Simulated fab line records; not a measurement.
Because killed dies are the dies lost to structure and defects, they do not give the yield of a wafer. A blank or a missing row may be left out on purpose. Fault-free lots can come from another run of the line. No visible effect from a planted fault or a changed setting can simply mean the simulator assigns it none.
Which tool did it? -- flow gf180mcu -- 24 lots with 72 wafers sampled at 6 steps, on a route of 602 steps

WHAT THE GAUGES SHOWED, per wafer
GF_TOP_METAL_THK_MEAS_06: measures by xrf. Usual: TOP_METAL_ALCU_THK gives 891 nm (standard deviation 9.8).
lot,measured,on,TOP_METAL_ALCU_THK (nm),flag
L074,day 27 12:17,film metro-02,903 905 896,
L075,day 27 15:10,film metro-02,891 907 890,
L076,day 27 22:31,film metro-04,900 883 897,
L077,day 28 03:47,film metro-03,877 880 888,
L078,day 28 13:34,film metro-04,893 889 886,
L079,day 28 20:53,film metro-03,878 887 882,
L080,day 29 05:07,film metro-03,891 890 900,
L081,day 29 15:05,film metro-03,891 895 899,
L082,day 29 19:38,film metro-03,890 897 889,
L083,day 30 03:23,film metro-04,887 889 890,
L084,day 30 12:23,film metro-03,880 889 893,
L085,day 30 14:53,film metro-02,909 909 905,
L086,day 31 04:19,film metro-02,897 903 907,
L087,day 31 05:22,film metro-03,879 882 876,
L088,day 32 01:34,film metro-03,902 892 895,
L090,day 32 06:50,film metro-03,895 894 894,
L089,day 32 09:35,film metro-02,895 890 887,
L091,day 32 09:53,film metro-04,881 885 886,
L092,day 32 11:01,film metro-04,883 886 878,
L093,day 32 16:02,film metro-02,903 901 906,
L094,day 33 06:35,film metro-04,894 889 888,
L095,day 33 11:40,film metro-04,874 873 869,
L096,day 33 18:02,film metro-03,911 915 904,
L097,day 34 01:17,film metro-02,882 897 888,

EACH LOT AND THE TOOL THAT RAN IT (in order: tool; ch and the chambers of the sampled wafers; start)
lot,GF_V1_SPUTTER_22,GF_M2_SPUTTER_01,GF_M2_SPUTTER_02,GF_V4_SPUTTER_22,GF_V5_SPUTTER_21
L074,"pvd sputter-02, day 18 08:05","pvd sputter-01, day 18 08:49","pvd sputter-01, day 18 08:50","pvd sputter-02, day 24 16:26","pvd sputter-04, day 27 11:14"
L075,"pvd sputter-01, day 18 11:14","pvd sputter-04, day 18 11:58","pvd sputter-04, day 18 11:59","pvd sputter-03, day 24 19:34","pvd sputter-02, day 27 13:59"
L076,"pvd sputter-02, day 18 21:59","pvd sputter-03, day 18 22:43","pvd sputter-03, day 18 22:45","pvd sputter-03, day 25 04:20","pvd sputter-02, day 27 21:29"
L077,"pvd sputter-04, day 19 05:59","pvd sputter-01, day 19 06:43","pvd sputter-01, day 19 06:44","pvd sputter-03, day 25 09:17","pvd sputter-04, day 28 02:44"
L078,"pvd sputter-02, day 19 14:04","pvd sputter-04, day 19 14:48","pvd sputter-04, day 19 14:50","pvd sputter-02, day 25 21:02","pvd sputter-02, day 28 12:32"
L079,"pvd sputter-01, day 20 00:23","pvd sputter-04, day 20 01:08","pvd sputter-04, day 20 01:10","pvd sputter-01, day 26 04:20","pvd sputter-02, day 28 19:51"
L080,"pvd sputter-02, day 20 10:37","pvd sputter-04, day 20 11:20","pvd sputter-04, day 20 11:22","pvd sputter-02, day 26 13:08","pvd sputter-01, day 29 04:05"
L081,"pvd sputter-01, day 20 23:29","pvd sputter-04, day 21 00:13","pvd sputter-04, day 21 00:15","pvd sputter-03, day 26 23:35","pvd sputter-04, day 29 14:02"
L082,"pvd sputter-02, day 21 07:23","pvd sputter-03, day 21 08:14","pvd sputter-03, day 21 08:16","pvd sputter-01, day 27 05:20","pvd sputter-01, day 29 18:35"
L083,"pvd sputter-01, day 21 16:38","pvd sputter-04, day 21 17:29","pvd sputter-04, day 21 17:31","pvd sputter-01, day 27 13:53","pvd sputter-01, day 30 02:20"
L084,"pvd sputter-01, day 22 02:23","pvd sputter-03, day 22 03:07","pvd sputter-03, day 22 03:09","pvd sputter-03, day 27 22:17","pvd sputter-01, day 30 11:21"
L085,"pvd sputter-01, day 22 06:31","pvd sputter-03, day 22 07:16","pvd sputter-03, day 22 07:17","pvd sputter-02, day 28 02:08","pvd sputter-02, day 30 13:43"
L086,"pvd sputter-01, day 22 20:17","pvd sputter-01, day 22 21:01","pvd sputter-01, day 22 21:02","pvd sputter-01, day 28 15:37","pvd sputter-01, day 31 03:17"
L087,"pvd sputter-02, day 22 22:08","pvd sputter-04, day 22 22:52","pvd sputter-04, day 22 22:54","pvd sputter-03, day 28 15:58","pvd sputter-01, day 31 04:19"
L088,"pvd sputter-01, day 24 01:11","pvd sputter-03, day 24 01:55","pvd sputter-03, day 24 01:56","pvd sputter-03, day 29 15:10","pvd sputter-01, day 32 00:17"
L090,"pvd sputter-04, day 24 11:41","pvd sputter-01, day 24 12:25","pvd sputter-01, day 24 12:27","pvd sputter-03, day 29 21:19","pvd sputter-04, day 32 05:43"
L089,"pvd sputter-04, day 24 12:23","pvd sputter-04, day 24 13:09","pvd sputter-04, day 24 13:11","pvd sputter-03, day 29 23:05","pvd sputter-01, day 32 08:27"
L091,"pvd sputter-02, day 24 14:11","pvd sputter-03, day 24 14:55","pvd sputter-03, day 24 14:56","pvd sputter-01, day 30 00:27","pvd sputter-02, day 32 08:50"
L092,"pvd sputter-01, day 24 17:05","pvd sputter-01, day 24 17:49","pvd sputter-01, day 24 17:51","pvd sputter-03, day 30 02:35","pvd sputter-04, day 32 09:59"
L093,"pvd sputter-04, day 24 21:10","pvd sputter-01, day 25 00:18","pvd sputter-01, day 25 00:20","pvd sputter-01, day 30 07:26","pvd sputter-01, day 32 14:59"
L094,"pvd sputter-04, day 25 16:59","pvd sputter-01, day 25 17:43","pvd sputter-01, day 25 17:44","pvd sputter-02, day 30 23:04","pvd sputter-01, day 33 05:33"
L095,"pvd sputter-04, day 25 22:56","pvd sputter-03, day 25 23:53","pvd sputter-03, day 25 23:55","pvd sputter-02, day 31 05:16","pvd sputter-01, day 33 10:38"
L096,"pvd sputter-01, day 26 07:55","pvd sputter-03, day 26 08:40","pvd sputter-03, day 26 08:41","pvd sputter-03, day 31 11:31","pvd sputter-04, day 33 16:59"
L097,"pvd sputter-02, day 26 16:13","pvd sputter-03, day 26 16:58","pvd sputter-03, day 26 16:59","pvd sputter-03, day 31 19:28","pvd sputter-01, day 34 00:14"
- GF_V1_SPUTTER_22: material TiN, target thk 10 nm, time 40 s.
- GF_M2_SPUTTER_01: material TiN, target thk 30 nm, time 25 s.
- GF_M2_SPUTTER_02: material AlCu, target thk 450 nm, time 23.9 s.
- GF_V4_SPUTTER_22: material TiN, target thk 10 nm, time 40 s.
- GF_V5_SPUTTER_21: material Ti, target thk 15 nm, time 80.02 s.

AS READ BY THE TOOLS THEMSELVES (means over the sampled wafers that have a number; for cases with no such wafer, the mark the record gives instead)
GF_V1_SPUTTER_22. Usual: cathode dc power W 4000.1 W, standard deviation 0.71; chamber pressure pa 5.000 Pa, standard deviation 0.01; throttle valve pct 30.8 %, standard deviation 0.92.
lot,tool,cathode dc power W (W),chamber pressure pa (Pa),throttle valve pct (%),flag
L074,pvd sputter-02,4000.2,4.992,30.3,
L075,pvd sputter-01,3999.6,5.001,31.1,
L076,pvd sputter-02,4000.4,5.011,30.8,
L077,pvd sputter-04,3999.7,4.994,30.6,
L078,pvd sputter-02,4000.2,5.011,30.6,
L079,pvd sputter-01,3999.7,5.010,30.1,
L080,pvd sputter-02,4000.9,4.995,30.5,
L081,pvd sputter-01,3999.5,5.006,32.0,
L082,pvd sputter-02,3999.8,4.997,30.6,
L083,pvd sputter-01,4000.3,4.999,31.4,
L084,pvd sputter-01,4001.0,5.009,31.1,
L085,pvd sputter-01,4000.3,5.002,30.3,
L086,pvd sputter-01,4000.0,4.992,31.6,
L087,pvd sputter-02,4000.3,4.997,30.7,
L088,pvd sputter-01,3999.9,5.002,31.1,
L090,pvd sputter-04,4000.1,5.001,30.2,
L089,pvd sputter-04,4000.2,5.010,30.3,
L091,pvd sputter-02,4000.6,5.001,30.5,
L092,pvd sputter-01,4000.0,4.993,31.6,
L093,pvd sputter-04,4000.6,4.999,31.0,
L094,pvd sputter-04,4000.5,5.002,31.1,
L095,pvd sputter-04,4000.3,4.994,31.2,
L096,pvd sputter-01,4000.3,5.002,31.6,
L097,pvd sputter-02,3999.8,5.002,30.3,

GF_M2_SPUTTER_01. Usual: cathode dc power W 6500.0 W, standard deviation 1.1; chamber pressure pa 0.4001 Pa, standard deviation 0.00077; throttle valve pct 30.6 %, standard deviation 0.91.
lot,tool,cathode dc power W (W),chamber pressure pa (Pa),throttle valve pct (%),flag
L074,pvd sputter-01,6499.6,0.3998,31.1,
L075,pvd sputter-04,6499.4,0.4004,30.8,
L076,pvd sputter-03,6500.7,0.4000,29.9,
L077,pvd sputter-01,6500.8,0.3999,31.0,
L078,pvd sputter-04,6499.5,0.4001,30.5,
L079,pvd sputter-04,6499.3,0.3996,31.0,
L080,pvd sputter-04,6500.5,0.3998,31.2,
L081,pvd sputter-04,6499.7,0.3991,31.2,
L082,pvd sputter-03,6501.1,0.3993,29.7,
L083,pvd sputter-04,6499.0,0.3999,31.0,
L084,pvd sputter-03,6500.6,0.3991,29.9,
L085,pvd sputter-03,6500.1,0.4009,30.0,
L086,pvd sputter-01,6500.0,0.3999,31.9,
L087,pvd sputter-04,6501.6,0.4014,30.7,
L088,pvd sputter-03,6499.6,0.4003,30.1,
L090,pvd sputter-01,6499.5,0.4003,32.4,
L089,pvd sputter-04,6499.4,0.3996,30.6,
L091,pvd sputter-03,6499.4,0.4006,30.0,
L092,pvd sputter-01,6500.1,0.4003,30.7,
L093,pvd sputter-01,6499.6,0.3996,30.9,
L094,pvd sputter-01,6499.1,0.4001,32.2,
L095,pvd sputter-03,6499.1,0.4002,30.0,
L096,pvd sputter-03,6500.7,0.4000,30.1,
L097,pvd sputter-03,6499.6,0.3998,30.2,

GF_M2_SPUTTER_02. Usual: cathode dc power W 10600 W, standard deviation 1.9; chamber pressure pa 0.4000 Pa, standard deviation 0.0008; throttle valve pct 30.6 %, standard deviation 0.91.
lot,tool,cathode dc power W (W),chamber pressure pa (Pa),throttle valve pct (%),flag
L074,pvd sputter-01,10601,0.3992,31.1,
L075,pvd sputter-04,10600,0.4001,30.6,
L076,pvd sputter-03,10601,0.3998,29.8,
L077,pvd sputter-01,10600,0.3999,31.1,
L078,pvd sputter-04,10599,0.3997,30.6,
L079,pvd sputter-04,10602,0.4007,31.0,
L080,pvd sputter-04,10599,0.4008,31.1,
L081,pvd sputter-04,10599,0.4009,31.1,
L082,pvd sputter-03,10601,0.3996,29.7,
L083,pvd sputter-04,10601,0.4003,31.0,
L084,pvd sputter-03,10600,0.4002,30.1,
L085,pvd sputter-03,10600,0.3994,29.9,
L086,pvd sputter-01,10602,0.4002,31.9,
L087,pvd sputter-04,10599,0.4005,30.7,
L088,pvd sputter-03,10600,0.4005,30.0,
L090,pvd sputter-01,10600,0.3999,32.7,
L089,pvd sputter-04,10598,0.4008,30.5,
L091,pvd sputter-03,10601,0.4006,29.9,
L092,pvd sputter-01,10601,0.3998,30.5,
L093,pvd sputter-01,10599,0.4009,30.7,
L094,pvd sputter-01,10599,0.3996,32.2,
L095,pvd sputter-03,10602,0.4000,30.0,
L096,pvd sputter-03,10598,0.3998,30.1,
L097,pvd sputter-03,10600,0.4006,30.3,

GF_V4_SPUTTER_22. Usual: cathode dc power W 4000.0 W, standard deviation 0.75; chamber pressure pa 5.001 Pa, standard deviation 0.01; throttle valve pct 30.5 %, standard deviation 0.92.
lot,tool,cathode dc power W (W),chamber pressure pa (Pa),throttle valve pct (%),flag
L074,pvd sputter-02,4000.3,4.995,30.4,
L075,pvd sputter-03,4000.7,4.991,30.4,
L076,pvd sputter-03,4000.2,5.001,30.1,
L077,pvd sputter-03,3999.8,4.998,29.9,
L078,pvd sputter-02,4001.0,5.010,30.5,
L079,pvd sputter-01,3999.4,5.000,31.6,
L080,pvd sputter-02,4000.2,5.002,30.5,
L081,pvd sputter-03,3999.7,4.997,30.1,
L082,pvd sputter-01,3999.9,4.999,30.4,
L083,pvd sputter-01,3999.9,4.998,31.1,
L084,pvd sputter-03,3999.9,4.997,30.4,
L085,pvd sputter-02,3999.6,4.994,30.8,
L086,pvd sputter-01,3999.9,4.997,30.6,
L087,pvd sputter-03,4000.3,5.003,29.6,
L088,pvd sputter-03,4000.7,5.006,30.1,
L090,pvd sputter-03,4000.1,5.010,29.8,
L089,pvd sputter-03,4000.0,5.013,29.9,
L091,pvd sputter-01,4000.2,4.978,31.7,
L092,pvd sputter-03,4000.0,5.009,30.3,
L093,pvd sputter-01,3999.7,5.003,31.1,
L094,pvd sputter-02,3999.9,5.017,30.6,
L095,pvd sputter-02,3999.6,5.009,30.2,
L096,pvd sputter-03,3999.8,5.003,30.3,
L097,pvd sputter-03,4000.9,5.001,29.9,

GF_V5_SPUTTER_21. Usual: cathode dc power W 2500.0 W, standard deviation 0.42; chamber pressure pa 5.001 Pa, standard deviation 0.011; throttle valve pct 30.9 %, standard deviation 1.
lot,tool,cathode dc power W (W),chamber pressure pa (Pa),throttle valve pct (%),flag
L074,pvd sputter-04,2500.2,5.001,30.7,
L075,pvd sputter-02,2499.8,5.011,31.0,
L076,pvd sputter-02,2499.9,4.999,30.7,
L077,pvd sputter-04,2500.1,4.995,30.6,
L078,pvd sputter-02,2500.0,4.996,30.5,
L079,pvd sputter-02,2499.9,4.997,30.5,
L080,pvd sputter-01,2499.5,4.995,30.6,
L081,pvd sputter-04,2499.8,5.006,31.0,
L082,pvd sputter-01,2500.3,5.005,32.2,
L083,pvd sputter-01,2499.9,5.006,30.5,
L084,pvd sputter-01,2499.8,5.001,31.4,
L085,pvd sputter-02,2500.4,5.007,30.7,
L086,pvd sputter-01,2500.2,4.995,31.4,
L087,pvd sputter-01,2499.9,4.995,32.5,
L088,pvd sputter-01,2500.3,5.008,32.3,
L090,pvd sputter-04,2500.3,5.003,30.3,
L089,pvd sputter-01,2499.7,4.996,31.4,
L091,pvd sputter-02,2499.9,5.013,30.4,
L092,pvd sputter-04,2500.4,4.998,31.2,
L093,pvd sputter-01,2499.9,4.999,31.8,
L094,pvd sputter-01,2499.8,4.983,31.3,
L095,pvd sputter-01,2500.0,5.008,31.2,
L096,pvd sputter-04,2500.0,5.000,30.0,
L097,pvd sputter-01,2500.1,5.006,30.4,

THE ANSWER, worked out from the rows above alone
Rule: lot off if the mean of its wafers having a number is beyond 3 standard deviations from the usual mean. Also off: a lot with no number at a reading for which 4 or more lots have one. Where the step has rows for the other lots, those lots are counted as sound. Order of review: gauges by route order, followed by the tools' own readings, for which a lot's mean as printed above is used. At the first step where some lot is off, the reading lying furthest off is the one used; lots without a number count as furthest.
Nothing can be told from this: no lot is off at any reading shown.

WHAT THE SIMULATOR HAD INSERTED
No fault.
